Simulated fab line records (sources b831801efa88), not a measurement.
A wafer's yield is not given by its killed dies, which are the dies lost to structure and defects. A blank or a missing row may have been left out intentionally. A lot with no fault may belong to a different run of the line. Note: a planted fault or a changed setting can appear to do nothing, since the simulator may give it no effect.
fab line records	flow sky130
record: lots: 6	wafers: 18	lastDay: 50
route steps=708 shown LOCAL_INTERCONNECT@394 CONTACT@406 PAD_OPEN@708
lots that met no fault: from a run of the same line without faults
startH: the number of hours between the record's first day and the start of the first shown wafer of the lot	waitH: how many hours have passed since the lot's step before this one	" repeats the value in the row above	L1.1+2: a single row standing in for several wafers	- no value, or no start was given	* or withheld: withheld	< > ~ a bound
route shown NAME@n: names a module that has steps shown in the file, with the first one's number in the route	usual: mean/standard deviation taken from wafers without a fault	same: alike in all rows	chamber/n: place in a boat	sites: readings site by site	_std_site: standard deviation of those values	_edge_site: outer sites' mean less inner sites'	radiusMm: for every site, how far away it sits from the centre of the wafer	mask NAME#n: copy n	behind: tool/chamber where the wafer was last shaped	hold: why the lot was held/for how many hours/how that ended	device: names the non-switching transistor (n, p or np)	end of line: the tests these same wafers got at the end of their route	a step without rows: its recipe alone	killed: not the wafer's yield, but the dies lost to structure and defects at the first sort	map: per-die view of a wafer (x killed, . not killed, _ where there is no die)
set.NAME: the setting as run; set.NAME@STEP: as run at that earlier step	model.NAME: the simulator's own value behind a step, which no gauge read
lots seen at some steps along the route; tables by step, rows by wafer
services: the hour from which a tool's chamber was out of use, counted from the record's first day as startH (under 0 if before that day), plus the number of hours and why
== steps ==
step: SKY_LOCAL_INTERCONNECT_SOFTBAKE_07
recipe: tempC: 100	timeS: 90	resist: KrF-thick
step: SKY_LOCAL_INTERCONNECT_EXPOSE_08
recipe: maskId: LI1M	na: 0.8	sourceShape: annular	sigmaInner: 0.55	sigmaOuter: 0.85	targetCdNm: 170	doseMj: 28
step: SKY_LOCAL_INTERCONNECT_PEB_09
recipe: pebTempC: withheld	pebTimeS: withheld	resist: KrF-thick
step: SKY_LOCAL_INTERCONNECT_DEVELOP_10
recipe: developTimeS: 60	resist: KrF-thick	devTempC: 21
step: SKY_LOCAL_INTERCONNECT_CD_MEAS_11
recipe: targetCdNm: 170
usual: cdNm: 169.9/1.3
lot.wafer	tool	chamber	startH	waitH	cdNm
L778.1	cdSem-02	-	706.14	-	169.2
L778.2	"	-	"	"	168.5
L778.3	"	-	"	"	169.3
L784.2	cdSem-01	-	756.56	-	169.7
L784.3	"	-	"	"	169.6
L784.5	"	-	"	"	169.3
L795.3	cdSem-01	-	837.92	-	169.4
L795.5	"	-	"	"	170.5
L795.6	"	-	"	"	171.7
L796.2	cdSem-02	-	855.40	-	167.6
L796.3	"	-	"	"	169.4
L796.4	"	-	"	"	169.9
L799.2	cdSem-02	-	881.51	-	170.4
L799.4	"	-	"	"	170.9
L799.5	"	-	"	"	171.1
L801.3	cdSem-01	-	896.78	-	168.5
L801.5	"	-	"	"	170.8
L801.6	"	-	"	"	169.9
step: SKY_LOCAL_INTERCONNECT_OVL_MEAS_12
usual: LOCAL_INTERCONNECT_OVL: 3/4.9
lot.wafer	tool	chamber	startH	waitH	LOCAL_INTERCONNECT_OVL[nm]
L778.1	overlay-02	-	706.26	0.1	2
L778.2	"	-	"	"	4
L778.3	"	-	"	"	4
L784.2	overlay-02	-	756.67	0.1	4
L784.3	"	-	"	"	9
L784.5	"	-	"	"	6
L795.3	overlay-01	-	838.01	0.1	3
L795.5	"	-	"	"	3
L795.6	"	-	"	"	1
L796.2	overlay-01	-	855.51	0.1	3
L796.3	"	-	"	"	3
L796.4	"	-	"	"	5
L799.2	overlay-02	-	881.62	0.1	7
L799.4	"	-	"	"	6
L799.5	"	-	"	"	11
L801.3	overlay-01	-	896.87	0.1	7
L801.5	"	-	"	"	11
L801.6	"	-	"	"	11
step: SKY_LOCAL_INTERCONNECT_ETCH_13
recipe: chemistry: N2/H2	target: BARC	ionEnergyEv: 200	biasW: 100	pressureMtorr: 30	n2FlowSccm: 100	h2FlowSccm: 200	icpW: 500	stopOn: SiO2	timeS: 45.9	targetDepthA: 600
usual: drypumpMotorCurrentA: 5.61/0.26	oesProductAu: 0.854/0.0047	throttleValvePct: 13.225/0.0094
lot.wafer	tool	chamber	startH	waitH	drypumpMotorCurrentA	oesProductAu	rfHoursCounterH	throttleValvePct
L778.1	rieMetal-03	0	706.30	0.0	5.66	0.853	8	13.238
L778.2	"	1	"	"	5.82	0.858	11	13.220
L778.3	"	0	"	"	5.66	0.848	-	13.216
L784.2	rieMetal-02	0	756.70	0.0	5.47	0.852	10	13.222
L784.3	"	1	"	"	5.48	0.850	-	13.222
L784.5	"	0	"	"	5.47	0.859	-	13.234
L795.3	rieMetal-02	0	838.06	0.0	5.47	0.853	-	13.231
L795.5	"	0	"	"	5.48	0.852	-	13.228
L795.6	"	1	"	"	5.51	0.858	-	13.230
L796.2	rieMetal-03	1	855.54	0.0	5.82	0.852	16	13.222
L796.3	"	1	"	"	5.82	0.854	-	13.228
L796.4	"	0	"	"	5.68	0.856	-	13.226
L799.2	rieMetal-03	0	881.65	0.0	5.65	0.858	14	13.206
L799.4	"	0	"	"	5.68	0.847	-	13.228
L799.5	"	0	"	"	5.68	0.845	-	13.223
L801.3	rieMetal-03	0	896.94	0.1	5.67	0.848	-	13.208
L801.5	"	0	"	"	5.65	0.860	-	13.230
L801.6	"	0	"	"	5.69	0.856	-	13.236
step: SKY_LOCAL_INTERCONNECT_METAL_ETCH_14
recipe: targetDepthNm: 110	stopOn: PSG	chemistry: Cl2/BCl3	target: TiN	resistSidewallDeg: 88	pressureMtorr: 10	icpW: 900	biasW: 48.5	Cl2_flow_sccm: 60	bcl3FlowSccm: 30	timeS: 31.4
usual: drypumpMotorCurrentA: 5.60/0.26	oesProductAu: 0.943/0.0069	throttleValvePct: 21.900/0.01
lot.wafer	tool	chamber	startH	waitH	drypumpMotorCurrentA	oesProductAu	rfHoursCounterH	throttleValvePct
L778.1	rieMetal-03	0	706.36	0.0	5.64	0.940	8	21.908
L778.2	"	1	"	"	5.82	0.936	11	21.889
L778.3	"	0	"	"	5.67	0.942	-	21.913
L784.2	rieMetal-02	0	756.76	0.0	5.49	0.941	10	21.894
L784.3	"	1	"	"	5.51	0.952	-	21.886
L784.5	"	0	"	"	5.48	0.948	-	21.920
L795.3	rieMetal-02	0	838.12	0.0	5.45	0.939	-	21.900
L795.5	"	0	"	"	5.45	0.936	-	21.901
L795.6	"	1	"	"	5.46	0.934	-	21.909
L796.2	rieMetal-03	1	855.60	0.0	5.81	0.952	17	21.894
L796.3	"	1	"	"	5.81	0.955	-	21.899
L796.4	"	0	"	"	5.71	0.951	-	21.880
L799.2	rieMetal-03	0	881.71	0.0	5.69	0.940	14	21.912
L799.4	"	0	"	"	5.70	0.941	-	21.883
L799.5	"	0	"	"	5.71	0.946	-	21.886
L801.3	rieMetal-03	0	897.06	0.1	5.65	0.940	-	21.897
L801.5	"	0	"	"	5.63	0.944	-	21.925
L801.6	"	0	"	"	5.63	0.950	-	21.894
step: SKY_LOCAL_INTERCONNECT_STRIP_15
recipe: chemistry: O2/N2	powerW: 1400	pressureMtorr: 1500	platenTempC: withheld	o2FlowSccm: 3000	n2FlowSccm: 300	overashFraction: 0.5
step: SKY_LOCAL_INTERCONNECT_STRIP_16
recipe: chemistry: postEtchResidueRemover	timeS: 1200	tempC: 72.5
step: SKY_LOCAL_INTERCONNECT_CLEAN_17
recipe: chemistry: IPA	timeS: 180	tempC: 25
step: SKY_LOCAL_INTERCONNECT_CLEAN_18
recipe: chemistry: O3/DIW	dry: n2Spin
step: SKY_CONTACT_CVD_00
recipe: material: Si3N4	targetThkNm: 75	tempC: 400	timeS: withheld	rfW: 450
usual: heaterPowerW: 713/110	susceptorTempC: 399.97/0.24
lot.wafer	tool	chamber	startH	waitH	heaterPowerW	susceptorTempC	model.Si3N4_of_CONTACT_CVD_00.thkNm
L778.1	pecvd-02	0	707.05	0.0	647	400.27	75.43
L778.2	"	1	"	"	880	399.91	74.48
L778.3	"	2	"	"	592	400.19	75.53
L784.2	pecvd-03	1	757.45	0.0	738	399.96	75.82
L784.3	"	0	"	"	606	400.04	74.92
L784.5	"	2	"	"	746	399.90	76.56
L795.3	pecvd-03	0	838.76	0.0	607	399.67	89.81
L795.5	"	0	"	"	613	399.50	89.95
L795.6	"	2	"	"	751	399.76	76.42
L796.2	pecvd-03	0	856.27	0.0	710	399.73	88.97
L796.3	"	1	"	"	714	400.20	73.76
L796.4	"	1	"	"	726	400.21	74.74
L799.2	pecvd-02	0	882.35	0.0	665	400.20	74.1
L799.4	"	1	"	"	870	400.35	75.61
L799.5	"	2	"	"	484	400.26	76.73
L801.3	pecvd-04	0	897.75	0.0	828	400.03	75.02
L801.5	"	2	"	"	794	400.05	76.89
L801.6	"	1	"	"	599	400.19	75.44
step: SKY_CONTACT_THK_MEAS_01
recipe: reads: Si3N4_of_CONTACT_CVD_00
usual: CONTACT_CVD_00_THK: 75.2/1
lot.wafer	tool	chamber	startH	waitH	CONTACT_CVD_00_THK[nm]
L778.1	filmMetro-01	-	707.08	-	75.4
L778.2	"	-	"	"	74.5
L778.3	"	-	"	"	75.5
L784.2	filmMetro-01	-	757.49	-	75.8
L784.3	"	-	"	"	74.9
L784.5	"	-	"	"	76.6
L795.3	filmMetro-03	-	838.85	-	89.9
L795.5	"	-	"	"	89.9
L795.6	"	-	"	"	76.4
L796.2	filmMetro-01	-	856.32	-	89.0
L796.3	"	-	"	"	73.8
L796.4	"	-	"	"	74.7
L799.2	filmMetro-04	-	882.40	-	74.1
L799.4	"	-	"	"	75.6
L799.5	"	-	"	"	76.7
L801.3	filmMetro-03	-	897.81	-	75.0
L801.5	"	-	"	"	76.9
L801.6	"	-	"	"	75.4
step: SKY_CONTACT_HDPCVD_02
recipe: material: SiO2	targetThkNm: 565	sigmaOpenFrac: 0.3	timeS: 94.2	tempC: 600	sih4FlowSccm: 60	pressureMtorr: 6
step: SKY_CONTACT_THK_MEAS_03
recipe: reads: SiO2_of_CONTACT_HDPCVD_02
usual: CONTACT_HDPCVD_THK: 565/6.4
lot.wafer	tool	chamber	startH	waitH	CONTACT_HDPCVD_THK[nm]
L778.1	filmMetro-03	-	707.21	0.0	565
L778.2	"	-	"	"	560
L778.3	"	-	"	"	561
L784.2	filmMetro-04	-	757.62	0.0	568
L784.3	"	-	"	"	556
L784.5	"	-	"	"	553
L795.3	filmMetro-01	-	838.98	0.1	566
L795.5	"	-	"	"	560
L795.6	"	-	"	"	572
L796.2	filmMetro-04	-	856.45	0.0	557
L796.3	"	-	"	"	561
L796.4	"	-	"	"	558
L799.2	filmMetro-04	-	882.53	0.0	562
L799.4	"	-	"	"	576
L799.5	"	-	"	"	572
L801.3	filmMetro-04	-	897.94	0.1	562
L801.5	"	-	"	"	565
L801.6	"	-	"	"	561
step: SKY_CONTACT_CMP_04
recipe: material: SiO2	downForcePsi: 4	platenRpm: 60	padVelocityMS: 0.94248
step: SKY_CONTACT_BOW_MEAS_05
recipe: mode: bow
usual: CONTACT_BOW: 82/6.9
lot.wafer	tool	chamber	startH	waitH	CONTACT_BOW[um]
L778.1	filmMetro-03	-	707.57	0.2	90
L778.2	"	-	"	"	78
L778.3	"	-	"	"	68
L784.2	filmMetro-04	-	757.99	0.2	81
L784.3	"	-	"	"	84
L784.5	"	-	"	"	80
L795.3	filmMetro-03	-	839.36	0.2	81
L795.5	"	-	"	"	84
L795.6	"	-	"	"	89
L796.2	filmMetro-03	-	856.82	0.2	90
L796.3	"	-	"	"	86
L796.4	"	-	"	"	75
L799.2	filmMetro-01	-	882.90	0.1	76
L799.4	"	-	"	"	77
L799.5	"	-	"	"	73
L801.3	filmMetro-03	-	898.32	0.3	77
L801.5	"	-	"	"	86
L801.6	"	-	"	"	87
step: SKY_CONTACT_DEHYDRATE_06
recipe: tempC: 200	timeS: 60
step: SKY_CONTACT_HMDS_07
recipe: primeTimeS: 60	primeTempC: 120
step: SKY_CONTACT_COAT_08
recipe: resist: BARC	tempC: withheld	timeS: withheld	spinRpm: 3000	resistThkNm: 60
step: SKY_CONTACT_COAT_09
recipe: resist: KrF-thick	spinRpm: 3000	resistThkNm: 450
step: SKY_CONTACT_SOFTBAKE_10
recipe: tempC: 100	timeS: 90	resist: KrF-thick
step: SKY_CONTACT_EXPOSE_11
recipe: maskId: CTM1	na: 0.8	sourceShape: annular	sigmaInner: 0.55	sigmaOuter: 0.85	targetCdNm: 170	doseMj: 38
step: SKY_CONTACT_PEB_12
recipe: pebTempC: withheld	pebTimeS: withheld	resist: KrF-thick
step: SKY_CONTACT_DEVELOP_13
recipe: developTimeS: 60	resist: KrF-thick	devTempC: 21
step: SKY_CONTACT_CD_MEAS_14
recipe: targetCdNm: 170
usual: cdNm: 170.5/1.4
lot.wafer	tool	chamber	startH	waitH	cdNm
L778.1	cdSem-01	-	735.28	-	174.0
L778.2	"	-	"	"	172.4
L778.3	"	-	"	"	173.7
L784.2	cdSem-02	-	784.77	-	170.7
L784.3	"	-	"	"	172.5
L784.5	"	-	"	"	173.1
L795.3	cdSem-01	-	865.74	-	170.7
L795.5	"	-	"	"	169.3
L795.6	"	-	"	"	167.9
L796.2	cdSem-02	-	882.95	-	171.0
L796.3	"	-	"	"	171.5
L796.4	"	-	"	"	172.0
L799.2	cdSem-02	-	908.37	-	171.1
L799.4	"	-	"	"	169.9
L799.5	"	-	"	"	170.2
L801.3	cdSem-01	-	924.19	-	169.8
L801.5	"	-	"	"	170.1
L801.6	"	-	"	"	169.5
step: SKY_CONTACT_OVL_MEAS_15
usual: CONTACT_OVL: -4/5.2
lot.wafer	tool	chamber	startH	waitH	CONTACT_OVL[nm]
L778.1	overlay-01	-	735.40	0.1	-7
L778.2	"	-	"	"	-7
L778.3	"	-	"	"	0
L784.2	overlay-02	-	784.88	0.1	-1
L784.3	"	-	"	"	-2
L784.5	"	-	"	"	-5
L795.3	overlay-02	-	865.84	0.1	-2
L795.5	"	-	"	"	3
L795.6	"	-	"	"	-1
L796.2	overlay-02	-	883.06	0.1	-3
L796.3	"	-	"	"	0
L796.4	"	-	"	"	0
L799.2	overlay-02	-	908.48	0.1	-2
L799.4	"	-	"	"	1
L799.5	"	-	"	"	-2
L801.3	overlay-02	-	924.29	0.1	10
L801.5	"	-	"	"	-2
L801.6	"	-	"	"	0
step: SKY_CONTACT_ETCH_16
recipe: chemistry: N2/H2	target: BARC	ionEnergyEv: 200	sourceW: 500	biasW: 100	pressureMtorr: 30	n2FlowSccm: 100	h2FlowSccm: 200	stopOn: SiO2	timeS: 45.9	targetDepthA: 600
usual: drypumpMotorCurrentA: 5.6/0.4	oesProductAu: 0.855/0.0049	throttleValvePct: 13.224/0.0091
lot.wafer	tool	chamber	startH	waitH	drypumpMotorCurrentA	oesProductAu	rfHoursCounterH	throttleValvePct
L778.1	rieDiel-04	1	735.44	0.0	4.8	0.856	12	13.219
L778.2	"	0	"	"	5.9	0.856	11	13.212
L778.3	"	3	"	"	6.3	0.848	14	13.243
L784.2	rieDiel-04	0	784.91	0.0	5.9	0.851	13	13.222
L784.3	"	2	"	"	5.8	0.850	3	13.226
L784.5	"	3	"	"	6.2	0.857	-	13.219
L795.3	rieDiel-01	0	865.86	0.0	5.9	0.862	8	13.233
L795.5	"	1	"	"	5.1	0.855	-	13.232
L795.6	"	2	"	"	5.8	0.859	-	13.226
L796.2	rieDiel-04	3	883.09	0.0	6.2	0.848	18	13.225
L796.3	"	0	"	"	5.9	0.849	15	13.202
L796.4	"	2	"	"	5.8	0.848	5	13.237
L799.2	rieDiel-01	2	908.51	0.0	5.8	0.852	24	13.215
L799.4	"	1	"	"	5.1	0.853	4	13.212
L799.5	"	0	"	"	5.8	0.850	-	13.232
L801.3	rieDiel-02	2	924.31	0.0	5.3	0.853	24	13.233
L801.5	"	0	"	"	5.1	0.853	-	13.217
L801.6	"	3	"	"	5.5	0.861	-	13.253
step: SKY_CONTACT_ETCH_17
recipe: target: SiO2	chemistry: C4F8/O2/Ar	stopOn: Si3N4	maskMaterial: KrF-thick	sourceW: 1500	biasW: 1200	pressureMtorr: 40	c4f8FlowSccm: withheld	O2_flow_sccm: 6	Ar_flow_sccm: 300	timeS: withheld	targetDepthA: 3400
usual: oesProductAu: 0.892/0.005
lot.wafer	tool	chamber	startH	waitH	oesProductAu
L778.1	rieDiel-04	1	735.48	0.0	0.886
L778.2	"	0	"	"	0.889
L778.3	"	3	"	"	0.894
L784.2	rieDiel-04	0	784.95	0.0	0.894
L784.3	"	2	"	"	0.905
L784.5	"	3	"	"	0.889
L795.3	rieDiel-01	0	865.90	0.0	0.888
L795.5	"	1	"	"	0.894
L795.6	"	2	"	"	0.894
L796.2	rieDiel-04	3	883.13	0.0	0.886
L796.3	"	0	"	"	0.889
L796.4	"	2	"	"	0.894
L799.2	rieDiel-01	2	908.55	0.0	0.890
L799.4	"	1	"	"	0.884
L799.5	"	0	"	"	0.898
L801.3	rieDiel-02	2	924.35	0.0	0.886
L801.5	"	0	"	"	0.886
L801.6	"	3	"	"	0.888
step: SKY_CONTACT_ETCH_18
recipe: target: Si3N4	chemistry: CHF3/O2	stopOn: TiN	sourceW: 600	biasW: 200	pressureMtorr: 40	chf3FlowSccm: 50	O2_flow_sccm: 5	timeS: 39	targetDepthA: 750
usual: drypumpMotorCurrentA: 5.6/0.4	oesProductAu: 0.855/0.0078	throttleValvePct: 8.793/0.0096
lot.wafer	tool	chamber	startH	waitH	drypumpMotorCurrentA	oesProductAu	rfHoursCounterH	throttleValvePct	model.etch.depthNm
L778.1	rieDiel-04	1	-	-	4.8	0.847	12	8.806	75.43
L778.2	"	0	"	"	5.9	0.859	11	8.788	74.48
L778.3	"	3	"	"	6.2	0.858	14	8.793	75.53
L784.2	rieDiel-04	0	-	-	5.9	0.860	13	8.802	75.82
L784.3	"	2	"	"	5.8	0.851	3	8.786	74.92
L784.5	"	3	"	"	6.3	0.861	-	8.796	76.56
L795.3	rieDiel-01	0	-	-	5.8	0.957	8	8.795	89.81
L795.5	"	1	"	"	5.1	0.947	-	8.837	89.95
L795.6	"	2	"	"	5.7	0.854	-	8.800	76.42
L796.2	rieDiel-04	3	-	-	6.2	0.952	18	8.818	88.97
L796.3	"	0	"	"	5.9	0.849	15	8.790	73.76
L796.4	"	2	"	"	5.8	0.855	5	8.805	74.74
L799.2	rieDiel-01	2	-	-	5.8	0.843	24	8.793	74.1
L799.4	"	1	"	"	5.1	0.861	4	8.789	75.61
L799.5	"	0	"	"	5.8	0.868	-	8.774	76.73
L801.3	rieDiel-02	2	-	-	5.3	0.849	24	8.799	75.02
L801.5	"	0	"	"	5.1	0.870	-	8.781	76.89
L801.6	"	3	"	"	5.5	0.854	-	8.800	75.44
step: SKY_CONTACT_STRIP_19
recipe: chemistry: O2/N2	powerW: 1400	pressureMtorr: 1500	platenTempC: withheld	o2FlowSccm: 3000	n2FlowSccm: 300	overashFraction: 0.5
usual: drypumpMotorCurrentA: 5.79/0.26	oesProductAu: 0.380/0.005	stripTimeToEndpointS: 3.60/0.033
lot.wafer	tool	chamber	startH	waitH	drypumpMotorCurrentA	oesProductAu	rfHoursCounterH	stripTimeToEndpointS
L778.1	plasmaAsher-03	0	735.57	-	6.12	0.372	30	3.58
L778.2	"	1	"	"	5.45	0.381	30	3.60
L778.3	"	0	"	"	6.13	0.382	-	3.62
L784.2	plasmaAsher-04	0	785.04	-	5.57	0.384	65	3.66
L784.3	"	0	"	"	5.56	0.384	-	3.62
L784.5	"	1	"	"	6.12	0.381	-	3.60
L795.3	plasmaAsher-04	0	866.03	-	5.55	0.388	-	3.67
L795.5	"	1	"	"	6.11	0.389	-	3.65
L795.6	"	0	"	"	5.57	0.378	-	3.60
L796.2	plasmaAsher-01	0	883.22	-	5.60	0.375	101	3.63
L796.3	"	0	"	"	5.59	0.380	-	3.62
L796.4	"	1	"	"	5.86	0.382	-	3.66
L799.2	plasmaAsher-01	1	908.64	-	5.83	0.382	104	3.59
L799.4	"	1	"	"	5.88	0.375	-	3.62
L799.5	"	1	"	"	5.87	0.380	-	3.64
L801.3	plasmaAsher-03	0	924.48	-	6.10	0.385	-	3.64
L801.5	"	1	"	"	5.43	0.386	-	3.61
L801.6	"	0	"	"	6.12	0.383	-	3.55
step: SKY_PAD_OPEN_PROBE_99
usual: killed_at_M0_to_M3: 43/6.4	killed_at_M4_up: 3.1/2	killedAtContacts: 24/5.2	killedAtFrontEnd: 15/4.3	killedAtOther: 0.2/0.48	killedDies: 85/9.7	killedOpen: 47/6.9	killedShort: 38/6.7
same: grossDies: 492	killedAtBackSide: 0
lot.wafer	tool	chamber	startH	waitH	killed_at_M0_to_M3	killed_at_M4_up	killedAtContacts	killedAtFrontEnd	killedAtOther	killedDies	killedOpen	killedShort
L778.1	prober-01	-	1081.06	0.1	49	3	25	12	0	89	52	37
L778.2	prober-01	-	1081.11	0.1	33	2	31	13	0	79	47	32
L778.3	prober-01	-	1081.16	0.2	49	6	27	15	0	97	52	45
L784.2	prober-02	-	1118.69	0.1	52	4	18	16	0	90	56	34
L784.3	prober-02	-	1118.74	0.2	44	2	24	27	0	97	61	36
L784.5	prober-02	-	1118.84	0.2	47	3	25	8	0	83	43	40
L795.3	prober-01	-	1175.40	0.2	48	6	24	24	2	104	49	55
L795.5	prober-01	-	1175.50	0.2	45	4	12	12	0	73	40	31
L795.6	prober-01	-	1175.55	0.2	44	3	22	23	1	93	49	44
L796.2	prober-02	-	1188.01	0.1	42	1	21	16	0	80	46	34
L796.3	prober-02	-	1188.06	0.2	52	2	25	13	0	92	38	54
L796.4	prober-02	-	1188.11	0.2	42	0	16	13	1	72	34	38
killed by level:class
L778.1 VIA1:geometricParticle:open=14 LI_CONTACT:geometricParticle:open=9 VIA2:geometricParticle:open=8 CONTACT:geometricParticle:open=8 METAL1:geometricParticle:short=6 VIA1:geometricParticle:short=5 POLY_GATE:geometricParticle:short=4 LOCAL_INTERCONNECT:geometricParticle:short=4
L778.2 LI_CONTACT:geometricParticle:open=11 CONTACT:geometricParticle:open=8 METAL1:geometricParticle:short=7 CONTACT:geometricParticle:short=6 VIA2:geometricParticle:open=6 VIA3:geometricParticle:open=6 FIELD_ISO:geometricParticle:open=5 POLY_GATE:geometricParticle:open=5
L778.3 VIA1:geometricParticle:open=11 CONTACT:geometricParticle:open=9 VIA3:geometricParticle:open=8 LI_CONTACT:geometricParticle:open=7 METAL1:geometricParticle:short=7 METAL4:geometricParticle:short=6 METAL2:geometricParticle:short=6 VIA1:geometricParticle:short=5
L784.2 VIA1:geometricParticle:open=14 CONTACT:geometricParticle:open=10 VIA1:geometricParticle:short=8 VIA3:geometricParticle:open=7 VIA2:geometricParticle:open=6 POLY_GATE:geometricParticle:short=4 VIA2:geometricParticle:short=4 FIELD_ISO:geometricParticle:open=3
L784.3 VIA1:geometricParticle:open=15 CONTACT:geometricParticle:open=9 LI_CONTACT:geometricParticle:open=8 POLY_GATE:geometricParticle:short=7 VIA3:geometricParticle:open=7 FIELD_ISO:geometricParticle:open=6 POLY_GATE:geometricParticle:open=6 FIELD_ISO:geometricParticle:short=5
L784.5 CONTACT:geometricParticle:open=13 VIA2:geometricParticle:open=9 VIA3:geometricParticle:open=8 VIA1:geometricParticle:open=7 METAL2:geometricParticle:short=5 METAL1:geometricParticle:short=5 FIELD_ISO:geometricParticle:short=4 VIA1:geometricParticle:short=4
L795.3 VIA1:geometricParticle:open=10 VIA2:geometricParticle:open=9 CONTACT:geometricParticle:open=8 FIELD_ISO:geometricParticle:short=6 POLY_GATE:geometricParticle:open=6 CONTACT:geometricParticle:short=6 VIA1:geometricParticle:short=6 POLY_GATE:geometricParticle:short=4
L795.5 VIA1:geometricParticle:open=16 VIA3:geometricParticle:open=5 VIA2:geometricParticle:open=5 VIA1:geometricParticle:short=5 POLY_GATE:geometricParticle:open=4 METAL1:geometricParticle:short=4 CONTACT:geometricParticle:open=4 METAL4:geometricParticle:short=4
L795.6 VIA1:geometricParticle:open=9 VIA2:geometricParticle:open=8 FIELD_ISO:geometricParticle:open=7 LI_CONTACT:geometricParticle:open=7 CONTACT:geometricParticle:open=6 METAL3:geometricParticle:short=6 FIELD_ISO:geometricParticle:short=5 LOCAL_INTERCONNECT:geometricParticle:short=5
L796.2 VIA1:geometricParticle:open=14 CONTACT:geometricParticle:short=8 CONTACT:geometricParticle:open=7 FIELD_ISO:geometricParticle:short=5 METAL2:geometricParticle:short=5 VIA3:geometricParticle:open=5 POLY_GATE:geometricParticle:open=4 VIA2:geometricParticle:open=4
L796.3 VIA1:geometricParticle:open=10 CONTACT:geometricParticle:short=9 VIA1:geometricParticle:short=8 CONTACT:geometricParticle:open=7 LOCAL_INTERCONNECT:geometricParticle:short=6 VIA3:geometricParticle:open=6 METAL3:geometricParticle:short=6 VIA2:geometricParticle:open=5
L796.4 VIA1:geometricParticle:short=11 VIA1:geometricParticle:open=10 CONTACT:geometricParticle:open=7 FIELD_ISO:geometricParticle:short=5 POLY_GATE:geometricParticle:short=5 VIA2:geometricParticle:open=5 LI_CONTACT:geometricParticle:open=4 METAL2:geometricParticle:short=4
== services ==
tool	chamber	startH	hours	kind
rieDiel-04	2	687.68	3.8	repair
pecvd-02	-	699.58	6.0	pm
pecvd-03	-	703.14	1.4	repair
pecvd-02	-	708.07	28.1	pm
rieMetal-02	0	709.97	21.6	repair
rieDiel-02	-	710.49	0.4	repair
rieDiel-01	2	713.40	5.1	repair
plasmaAsher-04	-	727.28	3.2	repair
rieDiel-02	0	728.19	11.0	repair
plasmaAsher-04	-	737.59	2.2	repair
rieDiel-02	1	755.70	6.8	repair
rieDiel-01	2	760.30	4.1	repair
rieDiel-04	1	776.88	4.3	repair
rieMetal-02	0	785.39	2.7	repair
rieDiel-01	2	794.17	1.7	repair
pecvd-03	0	803.27	8.1	repair
rieMetal-03	1	807.27	1.1	repair
rieMetal-02	-	814.68	2.5	repair
rieDiel-04	-	839.85	14.6	pm
rieDiel-01	3	844.14	13.8	repair
pecvd-03	-	865.28	14.6	pm
rieDiel-01	1	877.12	2.7	repair
rieDiel-02	0	877.67	8.5	repair
rieDiel-04	3	901.89	3.1	repair
== key ==
firstSign: step: SKY_CONTACT_THK_MEAS_01	reading: CONTACT_CVD_00_THK	direction: up	sigmas: 14	usual: 75.2	struck: 89.6
effect: step: SKY_CONTACT_ETCH_18	reading: oesProductAu	direction: up	sigmas: 12	usual: 0.855	struck: 0.952
modelEffect: step: SKY_CONTACT_CVD_00	value: Si3N4_of_CONTACT_CVD_00.thkNm	without: 73.68	struck: 89.58
modelEffect: step: SKY_CONTACT_ETCH_18	value: etch.depthNm	without: 73.68	struck: 89.58
metAt SKY_CONTACT_CVD_00
struckWafers L795.3,L795.5,L796.2
testerLeftOut L795,L796
onsetBetween 757.45 838.76
fault: kind: processParameterDrift	tool: pecvd-03	chamber: 0	onsetH: 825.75	steps: SKY_CONTACT_CVD_00	channel: targetThkNm	offset: 15.888	shape: step	endH: 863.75	actsIn: theseRecipesOnly	stated: 75
testerLeftOut: of these lots the tester's yield and bins aren't shown, on N5 and GAA mostly nor the transistor test; their killed dies are dies lost to structure and defects alone, not to doping, threshold or leakage, so they don't give the yield
